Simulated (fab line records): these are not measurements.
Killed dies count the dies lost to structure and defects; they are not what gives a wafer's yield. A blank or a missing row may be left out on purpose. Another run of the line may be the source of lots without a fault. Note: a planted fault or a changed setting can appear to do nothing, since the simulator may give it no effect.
A lot that was struck, set against a sound lot    flow sky130    16 steps out of a route of 708
Sound: these wafers, L805.1, L805.2, L805.5. Struck: wafers L812.3, L812.6 (left out: L812.2, a lot-mate that was not struck); the cause follows at the end.
Order at every step that has rows: each side's tool, ch and its chambers, its first start. Under that, the readings that differ: sound wafers    struck wafers    difference of the means    sigmas: that difference in standard deviations of wafers without a fault.
alike: words and numbers the same on both sides, and readings whose means are apart by under 2 such deviations; not compared: readings that were withheld, readings missing a value for some wafer, numbers with overlapping values and no deviation given by the record, and bounds like >300 which may hide the same value.
The two part at a step that has a row with sigmas, a row that says differs or no value, or rows on one side only. Numbers that have no deviation but don't overlap get no sigmas and don't part them. Lack of a reading on every wafer of one side parts them only where that side has two or more wafers.

SKY_CAPM_THK_MEAS_01:
  sound: film-metro-03 at day 37 00:53; struck: film-metro-01 at day 40 15:07
  alike: CAPM_CVD_00_THK
SKY_CAPM_SPUTTER_02: material TiN, target thk 200 nm, time 166.7 s.
  sound: pvd-sputter-04 at day 37 00:56; struck: pvd-sputter-04 at day 40 15:10
  alike: susceptor-temp-C, throttle-valve-pct
SKY_CAPM_RS_MEAS_03: the measuring method here is four-point-probe.
  sound: film-metro-02 at day 37 01:03; struck: film-metro-03 at day 40 15:17
  alike: CAPM_TIN_RS
SKY_CAPM_THK_MEAS_04: measures by xrf.
  sound: film-metro-02 at day 37 01:10; struck: film-metro-03 at day 40 15:24
  alike: CAPM_TIN_THK
then, 7 steps without rows for these wafers: SKY_CAPM_DEHYDRATE_05 (time 60 s); SKY_CAPM_HMDS_06 (prime time 60 s); SKY_CAPM_COAT_07 (resist thk 1140 nm); SKY_CAPM_SOFTBAKE_08 (time 60 s); SKY_CAPM_EXPOSE_09 (exposes mask CAPM, target cd 1000 nm); SKY_CAPM_PEB_10; SKY_CAPM_DEVELOP_11 (develop time 60 s).
SKY_CAPM_OVL_MEAS_12:
  sound: overlay-01 at day 38 02:43; struck: overlay-01 at day 41 14:50
reading        sound          struck     difference  sigmas
CAPM_OVL (nm)  -0.3 -0.4 0.5  -3.1 -2.7  -2.8        -3
SKY_CAPM_METAL_ETCH_13: etches TiN in Cl2/BCl3, stops on SiO2, target depth 220 nm, time 62.9 s.
  sound on rie-metal-01 ch 0,1, day 38 02:44; struck on rie-metal-02 ch 1, day 41 14:52
reading                                    sound                 struck         difference  sigmas
chamber-pressure-mTorr (mTorr)             9.996 9.997 9.998     9.982 9.977    -0.018      -2
oes-product-au (a.u.)                      0.948 0.929 0.941     1.021 1.020    +0.081      +12
run-length-s (s)                           90.9 90.8 91.1        82.2 82.3      -8.7        -10
throttle-valve-pct (%)                     21.906 21.902 21.901  21.849 21.853  -0.052      -6
model.NOVOLAK_of_CAPM_COAT_07.thk-nm (nm)  1000 996.5 996        1011 1011      +14         
model.CAPM.feature-depth-nm (nm)           202.3 199.2 199.9     194.9 193.9    -6.1        
model.etch.depth-nm (nm)                   202.3 199.2 199.9     194.9 193.9    -6.1        
  alike: bcl3-flow-sccm, drypump-motor-current-A
  not compared: rf-hours-counter-h
SKY_CAPM_STRIP_14: strips in O2/N2.
  sound on plasma-asher-01 ch 0,1, day 38 02:49; struck on plasma-asher-01 ch 0, day 41 14:57
  alike: chamber-pressure-mTorr, drypump-motor-current-A, oes-product-au, strip-time-to-endpoint-s
  not compared: rf-hours-counter-h
then, 1 step without rows for these wafers: SKY_CAPM_STRIP_15 (strips in post etch residue remover, time 1200 s).
-- the record jumps here: 8 days lie between the struck wafers' starts before and after (it left off in module CAPM and takes up again in module PAD_OPEN, whose first step shown is number 708 of the route) --
SKY_PAD_OPEN_PROBE_99:
  sound: prober-02 at day 46 08:22; struck: prober-02 at day 49 03:16
reading                                     sound                            struck         difference  sigmas
model.etest.met3.line-ohm-um                0.1401 0.1422 0.1383             465.5 498.3    +481.8      
model.etest.via3-chain.rc-ohm               9.648 9.278 9.263                343.8 381.7    +353.4      
model.etest.tester.sort-n-pass              410 407 407                      0 0            -408        
model.etest.met3.rs-ohm-sq                  0.04176 0.04169 0.04161          136.6 150.3    +143.4      
model.etest.tester.sort-yield-pct (%)       83.33 82.72 82.72                0 0            -83         
model.etest.tester.sort_bin_4_pct (%)       0 0 0                            83.33 81.5     +82.41      
model.etest.met3.rs-ohm-sq-rim-less-centre  -0.0005679 0.0005462 -0.0002246  -15.98 -90.86  -53.42      
model.etest.field-n.under-floor             0 0 0                            1 1            +1          
  alike: defect-limited-yield, killed_at_M0_to_M3, killed_at_M4_up, killed-at-contacts, killed-at-front-end, killed-at-other, killed-dies, killed-open, killed-short

## WHERE THEY PART
Earliest at SKY_CAPM_OVL_MEAS_12; latest, in this record, at SKY_CAPM_METAL_ETCH_13. Later steps at which nothing parts them and some readings are alike: SKY_CAPM_STRIP_14, SKY_PAD_OPEN_PROBE_99.

WHY: the cause the simulator had injected
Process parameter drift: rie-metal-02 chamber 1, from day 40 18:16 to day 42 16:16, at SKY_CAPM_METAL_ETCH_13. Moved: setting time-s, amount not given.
